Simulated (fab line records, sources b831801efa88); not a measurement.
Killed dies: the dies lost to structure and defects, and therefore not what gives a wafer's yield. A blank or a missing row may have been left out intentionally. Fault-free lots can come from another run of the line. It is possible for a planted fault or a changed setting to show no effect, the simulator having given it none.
fab line records | flow sky130
[record] lots = 7 | wafers = 20 | last_day = 50
route steps=708 shown GATE_OXIDE@201 POLY_GATE@204 RES_PROTECT@206 PAD_OPEN@708
lots with no fault: from the same line, run without faults
start_h: the number of hours between the record's first day and the start of the first shown wafer of the lot | wait_h: how many hours have passed since the lot's step before this one | " identical to the entry in the row above | L1.1+2: a row that stands for several wafers | - no value, or no start was given | * or withheld: withheld | < > ~ a bound
route shown NAME@n: NAME is a module with steps in the file, n the number in the route of the first one | usual: the fault-free wafers' mean and standard deviation | same: alike in all rows | chamber/n: place in a boat | sites: each site's reading | _std_site: standard deviation across them | _edge_site: the outer-site mean with the inner-site mean subtracted | radius_mm: for every site, how far away it sits from the centre of the wafer | mask NAME#n: copy n | behind: the last tool/chamber to shape the wafer | hold: why the lot went on hold/how many hours it stayed there/how the hold came to an end | device: names the non-switching transistor (n, p or np) | end of line: the route-end tests of the same wafers | a step with no rows: only its recipe | killed: at the first sort, the dies lost to defects and structure; wafer yield is something else | map: dies across one wafer; x = killed, . = not, _ = none there
set.NAME: setting as actually run; set.NAME@STEP: the setting as run at that earlier step | model.NAME: the simulator's own value behind a step, which no gauge read
certain route steps with their lots: each step a table, each wafer a row
services: a tool's chamber out of use, with start hour (start_h, from the record's first day; less than 0 if before it), hours out, and reason
[[steps]]
[step SKY_GATE_OXIDE_TW_MEAS_14]
[usual] GATE_OXIDE_TW = 225.0/1.4
lot.wafer | tool          | chamber | start_h | wait_h | GATE_OXIDE_TW
L848.2    | film_metro-03 | -       | 336.44  | 0.1    | 223.0
L848.3    | "             | -       | "       | "      | 222.8
L848.6    | "             | -       | "       | "      | 222.4
L860.4    | film_metro-02 | -       | 419.82  | 0.1    | 225.0
L860.5    | "             | -       | "       | "      | 224.9
L860.6    | "             | -       | "       | "      | 225.4
L859.3    | film_metro-02 | -       | 423.95  | 0.1    | 225.4
L859.4    | "             | -       | "       | "      | 225.0
L859.5    | "             | -       | "       | "      | 225.6
L861.5    | film_metro-02 | -       | 441.67  | 0.0    | 224.6
L861.6    | "             | -       | "       | "      | 223.0
L863.1    | film_metro-02 | -       | 455.73  | 0.1    | 223.9
L863.3    | "             | -       | "       | "      | 224.8
L863.6    | "             | -       | "       | "      | 225.4
L869.3    | film_metro-04 | -       | 500.82  | 0.1    | 224.9
L869.4    | "             | -       | "       | "      | 224.5
L869.5    | "             | -       | "       | "      | 224.9
L870.3    | film_metro-04 | -       | 506.06  | 0.1    | 226.7
L870.4    | "             | -       | "       | "      | 226.3
L870.5    | "             | -       | "       | "      | 228.2
[step SKY_GATE_OXIDE_CLEAN_15]
[recipe] chemistry = SC1/SC2 | mix = 1:4:20 | temp_c = 70 | time_s = 150 | dry = n2_spin
[step SKY_GATE_OXIDE_OXIDATION_16]
[recipe] temp_c = 800 | ambient = O2 | idle_temp_c = 700 | ramp_up_c_per_min = 10 | ramp_down_c_per_min = 3 | stabilise_s = 600 | purge_s = 300 | target_thk_a = 35.7 | ox_time_s = 1915
[step SKY_POLY_GATE_CVD_00]
[recipe] material = poly-Si | target_thk_nm = 180 | temp_c = 620 | time_s = 720 | pressure_mtorr = 200
[step SKY_POLY_GATE_THK_MEAS_01]
[recipe] reads = poly-Si_of_POLY_GATE_CVD_00
[usual] POLY_GATE_CVD_00_THK = 179.7/1.8
lot.wafer | tool          | chamber | start_h | wait_h | POLY_GATE_CVD_00_THK[nm]
L848.2    | film_metro-03 | -       | 339.97  | 0.0    | 183.3
L848.3    | "             | -       | "       | "      | 183.0
L848.6    | "             | -       | "       | "      | 182.9
L860.4    | film_metro-02 | -       | 423.81  | 0.1    | 181.4
L860.5    | "             | -       | "       | "      | 180.7
L860.6    | "             | -       | "       | "      | 181.1
L859.3    | film_metro-03 | -       | 432.15  | 0.0    | 180.2
L859.4    | "             | -       | "       | "      | 180.8
L859.5    | "             | -       | "       | "      | 180.0
L861.5    | film_metro-02 | -       | 448.21  | 0.0    | 181.3
L861.6    | "             | -       | "       | "      | 181.3
L863.1    | film_metro-02 | -       | 459.50  | 0.0    | 179.8
L863.3    | "             | -       | "       | "      | 180.4
L863.6    | "             | -       | "       | "      | 183.1
L869.3    | film_metro-03 | -       | 503.66  | 0.0    | 177.9
L869.4    | "             | -       | "       | "      | 177.4
L869.5    | "             | -       | "       | "      | 177.1
L870.3    | film_metro-01 | -       | 508.95  | 0.0    | 175.5
L870.4    | "             | -       | "       | "      | 176.3
L870.5    | "             | -       | "       | "      | 176.1
[step SKY_RES_PROTECT_DEHYDRATE_00]
[recipe] temp_c = 200 | time_s = 60
[step SKY_RES_PROTECT_HMDS_01]
[recipe] prime_time_s = 60 | prime_temp_c = 120
[step SKY_RES_PROTECT_COAT_02]
[recipe] resist = NOVOLAK | spin_rpm = 3000 | resist_thk_nm = 1140
[step SKY_RES_PROTECT_SOFTBAKE_03]
[recipe] temp_c = 90 | time_s = 60 | resist = NOVOLAK
[step SKY_RES_PROTECT_EXPOSE_04]
[recipe] mask_id = RPM | na = 0.6 | source_shape = conventional | sigma_outer = 0.6 | polarization = unpolarized | target_cd_nm = 1270 | dose_mj = 131
[step SKY_RES_PROTECT_PEB_05]
[recipe] temp_c = withheld | time_s = * | resist = NOVOLAK
[step SKY_RES_PROTECT_DEVELOP_06]
[recipe] resist = NOVOLAK | developer = TMAH | develop_time_s = 60 | dev_temp_c = 23
[step SKY_POLY_GATE_IMPLANT_02]
[recipe] species = P | energy_kev = 30 | dose_cm2 = 7.7e+15 | tilt_deg = 0
[usual] faraday_current_uA = 11893/1100
lot.wafer | tool         | chamber | start_h | wait_h | faraday_current_uA
L848.2    | implanter-03 | 0       | 368.02  | 0.1    | 13413
L848.3    | "            | 0       | "       | "      | 12754
L848.6    | "            | 0       | "       | "      | 13247
L860.4    | implanter-04 | 0       | 454.13  | 0.1    | 11468
L860.5    | "            | 0       | "       | "      | 11937
L860.6    | "            | 0       | "       | "      | 11173
L859.3    | implanter-04 | 0       | 461.29  | 0.1    | 11491
L859.4    | "            | 0       | "       | "      | 11550
L859.5    | "            | 0       | "       | "      | 11353
L861.5    | implanter-04 | 0       | 478.59  | 0.1    | 11458
L861.6    | "            | 0       | "       | "      | 11095
L863.1    | implanter-03 | 0       | 489.64  | 0.1    | 13360
L863.3    | "            | 0       | "       | "      | 13575
L863.6    | "            | 0       | "       | "      | 13757
L869.3    | implanter-03 | 0       | 533.20  | 0.1    | 13128
L869.4    | "            | 0       | "       | "      | 13161
L869.5    | "            | 0       | "       | "      | 13354
L870.3    | implanter-04 | 0       | 538.60  | 0.1    | 11437
L870.4    | "            | 0       | "       | "      | 11620
L870.5    | "            | 0       | "       | "      | 11526
[step SKY_RES_PROTECT_STRIP_07]
[recipe] chemistry = O2/N2 | power_w = 1400 | pressure_mtorr = 1500 | platen_temp_c = withheld | o2_flow_sccm = 3000 | n2_flow_sccm = 300 | overash_fraction = 0.5
[usual] drypump_motor_current_A = 5.7/0.42 | oes_product_au = 0.518/0.0047 | strip_time_to_endpoint_s = 23.26/0.041
lot.wafer | tool            | chamber | start_h | wait_h | drypump_motor_current_A | oes_product_au | rf_hours_counter_h | strip_time_to_endpoint_s
L848.2    | plasma_asher-01 | 1       | 368.14  | 0.1    | 6.2                     | 0.528          | 69                 | 23.24
L848.3    | "               | 0       | "       | "      | 5.3                     | 0.517          | -                  | 23.26
L848.6    | "               | 1       | "       | "      | 6.2                     | 0.517          | -                  | 23.21
L860.4    | plasma_asher-01 | 0       | 454.24  | 0.1    | 5.3                     | 0.524          | -                  | 23.26
L860.5    | "               | 0       | "       | "      | 5.2                     | 0.528          | -                  | 22.54
L860.6    | "               | 1       | "       | "      | 6.2                     | 0.521          | -                  | 23.29
L859.3    | plasma_asher-01 | 1       | 461.43  | 0.1    | 6.2                     | 0.520          | -                  | 23.27
L859.4    | "               | 0       | "       | "      | 5.3                     | 0.515          | -                  | 23.27
L859.5    | "               | 0       | "       | "      | 5.2                     | 0.530          | -                  | 22.54
L861.5    | plasma_asher-04 | 1       | 478.71  | 0.1    | 6.0                     | 0.518          | -                  | 22.62
L861.6    | "               | 0       | "       | "      | 5.2                     | 0.516          | -                  | 23.30
L863.1    | plasma_asher-03 | 0       | 489.79  | 0.1    | 6.2                     | 0.522          | 68                 | 23.22
L863.3    | "               | 1       | "       | "      | 5.6                     | 0.517          | -                  | 23.25
L863.6    | "               | 1       | "       | "      | 5.6                     | 0.515          | -                  | 23.15
L869.3    | plasma_asher-03 | 1       | 533.34  | 0.1    | 5.6                     | 0.520          | -                  | 23.32
L869.4    | "               | 0       | "       | "      | 6.2                     | 0.525          | -                  | 23.30
L869.5    | "               | 1       | "       | "      | 5.6                     | 0.520          | -                  | 23.27
L870.3    | plasma_asher-03 | 1       | 538.74  | 0.1    | 5.6                     | 0.513          | -                  | 23.26
L870.4    | "               | 0       | "       | "      | 6.2                     | 0.517          | -                  | 23.22
L870.5    | "               | 1       | "       | "      | 5.6                     | 0.521          | -                  | 23.25
[step SKY_RES_PROTECT_TW_MEAS_08]
[usual] POLY_GATE_TW = 4059/23
lot.wafer | tool          | chamber | start_h | wait_h | POLY_GATE_TW
L848.2    | film_metro-01 | -       | 368.25  | 0.1    | 4100
L848.3    | "             | -       | "       | "      | 4082
L848.6    | "             | -       | "       | "      | 4084
L860.4    | film_metro-01 | -       | 454.33  | 0.1    | 4043
L860.5    | "             | -       | "       | "      | 4001
L860.6    | "             | -       | "       | "      | 4050
L859.3    | film_metro-02 | -       | 461.51  | 0.1    | 4022
L859.4    | "             | -       | "       | "      | 4024
L859.5    | "             | -       | "       | "      | 4002
L861.5    | film_metro-04 | -       | 478.78  | 0.0    | 4030
L861.6    | "             | -       | "       | "      | 4058
L863.1    | film_metro-04 | -       | 489.89  | 0.1    | 4074
L863.3    | "             | -       | "       | "      | 4055
L863.6    | "             | -       | "       | "      | 4032
L869.3    | film_metro-01 | -       | 533.42  | 0.1    | 4050
L869.4    | "             | -       | "       | "      | 4038
L869.5    | "             | -       | "       | "      | 4052
L870.3    | film_metro-01 | -       | 538.82  | 0.1    | 4061
L870.4    | "             | -       | "       | "      | 4072
L870.5    | "             | -       | "       | "      | 4062
[step SKY_PAD_OPEN_PROBE_99]
[usual] killed_at_M0_to_M3 = 44/6.9 | killed_at_M4_up = 3.3/1.7 | killed_at_contacts = 24/5.5 | killed_at_front_end = 16/4.5 | killed_at_other = 0.2/0.46 | killed_dies = 87/9.1 | killed_open = 48/7.3 | killed_short = 39/6.2
[same] gross_dies = 492 | killed_at_back_side = 0
lot.wafer | tool      | chamber | start_h | wait_h | killed_at_M0_to_M3 | killed_at_M4_up | killed_at_contacts | killed_at_front_end | killed_at_other | killed_dies | killed_open | killed_short | model.etest.res_poly.line_ohm_um | model.etest.licon_poly.rc_ohm | model.etest.res_poly.rs_ohm_sq | model.etest.res_poly.rs_ohm_sq_range | model.etest.res_poly.rs_ohm_sq_rim_less_centre
L848.2    | prober-02 | -       | 1098.42 | 0.1    | 49                 | 5               | 19                 | 18                  | 0               | 91          | 47          | 44           | 525.6                            | 155                           | 49.21                          | 0.7079                               | -0.1296
L848.3    | prober-02 | -       | 1098.47 | 0.2    | 49                 | 8               | 30                 | 9                   | 0               | 96          | 56          | 40           | 541.9                            | 159.2                         | 48.95                          | 0.8817                               | -0.5789
L848.6    | prober-02 | -       | 1098.62 | 0.2    | 58                 | 4               | 25                 | 12                  | 0               | 99          | 60          | 39           | 524.1                            | 148.3                         | 49.19                          | 1.128                                | -0.3085
L860.4    | prober-01 | -       | 1163.37 | 0.2    | 43                 | 5               | 18                 | 17                  | 0               | 83          | 45          | 38           | 495.9                            | 155.1                         | 48.21                          | 1.252                                | 0.3835
L860.5    | prober-01 | -       | 1163.42 | 0.2    | 38                 | 7               | 28                 | 24                  | 0               | 97          | 53          | 44           | 618.1                            | 204.1                         | 60.31                          | 9.363                                | -4.95
L860.6    | prober-01 | -       | 1163.47 | 0.2    | 49                 | 2               | 21                 | 12                  | 0               | 84          | 46          | 38           | 497.9                            | 157.6                         | 48.07                          | 1.289                                | -0.8698
L861.5    | prober-02 | -       | 1168.46 | 0.2    | 36                 | 5               | 28                 | 16                  | 0               | 85          | 46          | 39           | 625.3                            | 208.6                         | 60.09                          | 9.339                                | -3.825
L861.6    | prober-02 | -       | 1168.51 | 0.2    | 46                 | 3               | 34                 | 14                  | 2               | 99          | 57          | 42           | 495.8                            | 150.7                         | 47.19                          | 0.808                                | 0.6401
L859.3    | prober-02 | -       | 1170.03 | 0.2    | 41                 | 2               | 16                 | 19                  | 0               | 78          | 39          | 39           | 502.9                            | 145.8                         | 47.73                          | 0.9659                               | -0.2011
L859.4    | prober-02 | -       | 1170.08 | 0.2    | 52                 | 4               | 23                 | 14                  | 0               | 93          | 57          | 36           | 502.9                            | 152.9                         | 47.91                          | 0.9651                               | 0.6608
L859.5    | prober-02 | -       | 1170.13 | 0.2    | 44                 | 3               | 35                 | 11                  | 0               | 93          | 45          | 48           | 658.1                            | 196.7                         | 60.23                          | 9.133                                | -3.846
L863.1    | prober-01 | -       | 1176.46 | 0.1    | 46                 | 3               | 18                 | 15                  | 1               | 83          | 46          | 37           | 528.8                            | 154.6                         | 49.84                          | 1.586                                | -0.6186
L863.3    | prober-01 | -       | 1176.56 | 0.2    | 44                 | 3               | 19                 | 12                  | 1               | 79          | 42          | 37           | 514.3                            | 154                           | 49.19                          | 1.26                                 | -0.2718
L863.6    | prober-01 | -       | 1176.71 | 0.2    | 58                 | 4               | 23                 | 15                  | 0               | 100         | 51          | 49           | 532.9                            | 147.4                         | 48                             | 1.266                                | -0.9005
L869.3    | prober-01 | -       | 1197.20 | 0.2    | 38                 | 1               | 30                 | 12                  | 0               | 81          | 49          | 32           | 508.8                            | 149.7                         | 49.66                          | 0.4889                               | -0.02703
L869.4    | prober-01 | -       | 1197.25 | 0.2    | 39                 | 1               | 28                 | 14                  | 0               | 82          | 48          | 34           | 521.6                            | 150.8                         | 48.97                          | 1.49                                 | -0.7635
L869.5    | prober-01 | -       | 1197.30 | 0.2    | 40                 | 3               | 32                 | 12                  | 1               | 88          | 48          | 40           | 520.8                            | 153.2                         | 49.13                          | 0.9629                               | -0.1466
L870.3    | prober-02 | -       | 1200.12 | 0.2    | 48                 | 3               | 25                 | 7                   | 0               | 83          | 43          | 40           | 521.6                            | 142.6                         | 49                             | 0.8083                               | -0.447
L870.4    | prober-02 | -       | 1200.17 | 0.2    | 49                 | 3               | 23                 | 13                  | 0               | 88          | 47          | 41           | 524                              | 151.4                         | 49.02                          | 0.9927                               | -0.3392
L870.5    | prober-02 | -       | 1200.22 | 0.2    | 46                 | 3               | 15                 | 13                  | 0               | 77          | 38          | 39           | 526.2                            | 153.3                         | 48.91                          | 0.6469                               | -0.3201
// killed by level:class
L848.2 VIA1:geometric_particle:open=11 METAL1:geometric_particle:short=9 FIELD_ISO:geometric_particle:open=7 FIELD_ISO:geometric_particle:short=7 CONTACT:geometric_particle:open=7 METAL2:geometric_particle:short=7 VIA2:geometric_particle:open=6 VIA3:geometric_particle:open=6
L848.3 VIA1:geometric_particle:open=21 CONTACT:geometric_particle:open=11 METAL4:geometric_particle:short=8 VIA2:geometric_particle:open=7 LI_CONTACT:geometric_particle:open=5 CONTACT:geometric_particle:short=5 VIA1:geometric_particle:short=5 METAL2:geometric_particle:short=5
L848.6 VIA1:geometric_particle:open=19 LI_CONTACT:geometric_particle:open=9 VIA2:geometric_particle:open=8 CONTACT:geometric_particle:open=7 VIA3:geometric_particle:open=6 VIA1:geometric_particle:short=5 METAL1:geometric_particle:short=5 METAL2:geometric_particle:short=5
L860.4 VIA1:geometric_particle:open=9 METAL2:geometric_particle:short=9 LI_CONTACT:geometric_particle:open=8 VIA2:geometric_particle:open=7 FIELD_ISO:geometric_particle:short=6 CONTACT:geometric_particle:open=5 POLY_GATE:geometric_particle:short=4 POLY_GATE:geometric_particle:open=4
L860.5 CONTACT:geometric_particle:open=10 FIELD_ISO:geometric_particle:open=7 LI_CONTACT:geometric_particle:open=7 VIA1:geometric_particle:open=7 FIELD_ISO:geometric_particle:short=6 LOCAL_INTERCONNECT:geometric_particle:short=6 POLY_GATE:geometric_particle:short=5 VIA3:geometric_particle:open=5
L860.6 VIA1:geometric_particle:open=10 CONTACT:geometric_particle:open=8 METAL1:geometric_particle:short=7 VIA1:geometric_particle:short=7 METAL2:geometric_particle:short=7 POLY_GATE:geometric_particle:open=6 VIA2:geometric_particle:open=6 VIA3:geometric_particle:open=5
L861.5 VIA1:geometric_particle:open=13 CONTACT:geometric_particle:open=10 LI_CONTACT:geometric_particle:open=7 CONTACT:geometric_particle:short=7 POLY_GATE:geometric_particle:short=6 VIA3:geometric_particle:open=5 VIA3:geometric_particle:short=4 METAL4:geometric_particle:short=4
L861.6 VIA1:geometric_particle:open=15 LI_CONTACT:geometric_particle:open=9 CONTACT:geometric_particle:open=7 VIA2:geometric_particle:open=7 CONTACT:geometric_particle:short=6 LI_CONTACT:geometric_particle:short=6 METAL1:geometric_particle:open=5 FIELD_ISO:geometric_particle:short=4
L859.3 VIA1:geometric_particle:open=10 VIA3:geometric_particle:open=7 VIA3:geometric_particle:short=6 CONTACT:geometric_particle:short=6 FIELD_ISO:geometric_particle:open=5 POLY_GATE:geometric_particle:short=5 CONTACT:geometric_particle:open=5 FIELD_ISO:geometric_particle:short=4
L859.4 CONTACT:geometric_particle:open=9 VIA1:geometric_particle:open=9 VIA3:geometric_particle:open=7 METAL2:geometric_particle:short=7 VIA1:geometric_particle:short=6 VIA2:geometric_particle:open=6 LI_CONTACT:geometric_particle:open=5 FIELD_ISO:geometric_particle:open=4
L859.5 CONTACT:geometric_particle:open=12 LI_CONTACT:geometric_particle:open=9 VIA1:geometric_particle:short=8 VIA2:geometric_particle:open=6 LOCAL_INTERCONNECT:geometric_particle:short=6 VIA1:geometric_particle:open=6 POLY_GATE:geometric_particle:short=5 VIA2:geometric_particle:short=5
L863.1 VIA1:geometric_particle:open=11 VIA2:geometric_particle:open=11 LI_CONTACT:geometric_particle:open=7 CONTACT:geometric_particle:open=5 METAL2:geometric_particle:short=5 METAL1:geometric_particle:short=5 FIELD_ISO:geometric_particle:short=4 VIA1:geometric_particle:short=4
L863.3 VIA2:geometric_particle:open=8 METAL1:geometric_particle:short=7 VIA1:geometric_particle:open=7 METAL3:geometric_particle:short=7 LI_CONTACT:geometric_particle:open=6 CONTACT:geometric_particle:open=5 POLY_GATE:geometric_particle:short=4 METAL1:geometric_particle:open=4
L863.6 VIA1:geometric_particle:open=16 CONTACT:geometric_particle:open=11 METAL1:geometric_particle:short=8 VIA1:geometric_particle:short=7 VIA2:geometric_particle:open=6 LOCAL_INTERCONNECT:geometric_particle:short=5 METAL2:geometric_particle:short=5 VIA3:geometric_particle:open=5
L869.3 VIA1:geometric_particle:open=13 LOCAL_INTERCONNECT:geometric_particle:short=9 CONTACT:geometric_particle:open=9 VIA3:geometric_particle:open=5 VIA3:geometric_particle:short=5 LI_CONTACT:geometric_particle:open=4 LOCAL_INTERCONNECT:geometric_particle:open=4 FIELD_ISO:geometric_particle:open=3
L869.4 CONTACT:geometric_particle:open=10 VIA1:geometric_particle:short=8 VIA1:geometric_particle:open=8 LI_CONTACT:geometric_particle:open=7 VIA3:geometric_particle:open=5 POLY_GATE:geometric_particle:short=4 LI_CONTACT:geometric_particle:short=4 METAL2:geometric_particle:short=4
L869.5 CONTACT:geometric_particle:open=15 LOCAL_INTERCONNECT:geometric_particle:short=11 VIA1:geometric_particle:open=10 VIA2:geometric_particle:open=5 VIA2:geometric_particle:short=5 FIELD_ISO:geometric_particle:short=4 LI_CONTACT:geometric_particle:open=4 VIA1:geometric_particle:short=4
L870.3 VIA1:geometric_particle:open=12 VIA2:geometric_particle:open=8 VIA3:geometric_particle:open=7 LOCAL_INTERCONNECT:geometric_particle:short=7 CONTACT:geometric_particle:short=6 LI_CONTACT:geometric_particle:open=5 METAL3:geometric_particle:short=5 VIA1:geometric_particle:short=4
L870.4 METAL1:geometric_particle:short=8 VIA1:geometric_particle:open=8 CONTACT:geometric_particle:open=7 VIA2:geometric_particle:open=7 VIA3:geometric_particle:open=7 LOCAL_INTERCONNECT:geometric_particle:short=6 VIA1:geometric_particle:short=5 POLY_GATE:geometric_particle:open=4
L870.5 VIA1:geometric_particle:open=10 VIA3:geometric_particle:open=8 CONTACT:geometric_particle:open=7 VIA3:geometric_particle:short=7 VIA1:geometric_particle:short=6 POLY_GATE:geometric_particle:short=5 METAL2:geometric_particle:short=3 METAL4:geometric_particle:short=3
[[services]]
tool            | chamber | start_h | hours | kind
implanter-04    | -       | 366.68  | 4.0   | repair
implanter-03    | -       | 377.74  | 3.0   | repair
implanter-04    | -       | 395.04  | 38.2  | repair
plasma_asher-01 | -       | 421.25  | 9.0   | pm
plasma_asher-01 | 0       | 421.25  | 9.0   | vent_cycle
plasma_asher-01 | 1       | 421.25  | 9.0   | vent_cycle
plasma_asher-01 | 0       | 430.25  | -     | clean
plasma_asher-01 | 1       | 430.25  | -     | clean
implanter-03    | -       | 476.11  | 7.5   | repair
plasma_asher-01 | -       | 477.49  | 2.8   | pm
implanter-04    | -       | 488.31  | 3.2   | pm
plasma_asher-01 | -       | 510.01  | 28.1  | pm
implanter-03    | -       | 516.28  | 8.8   | repair
implanter-03    | -       | 521.88  | 5.8   | repair
[[key]]
[first_sign] step = SKY_RES_PROTECT_STRIP_07 | reading = strip_time_to_endpoint_s | direction = down | sigmas = 17 | usual = * | struck = *
[effect] step = SKY_RES_PROTECT_TW_MEAS_08 | reading = POLY_GATE_TW | direction = down | sigmas = 2.1 | usual = 4059 | struck = 4011
[model_effect] step = SKY_PAD_OPEN_PROBE_99 | value = etest.res_poly.line_ohm_um | without = 504.6 | struck = 633.8
met_at SKY_POLY_GATE_IMPLANT_02
struck_wafers L859.5,L860.5,L861.5
tester_left_out L859,L860,L861
[fault] kind = process_parameter_drift | tool = implanter-04 | chamber = - | onset_h = 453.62 | steps = SKY_POLY_GATE_IMPLANT_02 | channel = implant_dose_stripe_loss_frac | offset = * | shape = step | end_h = 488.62 | scope = struck_wafers_only
// tester_left_out: of these lots the tester's yield and bins aren't shown, on N5 and GAA mostly nor the transistor test; their killed dies are dies lost to structure and defects alone, not to doping, threshold or leakage, so they don't give the yield
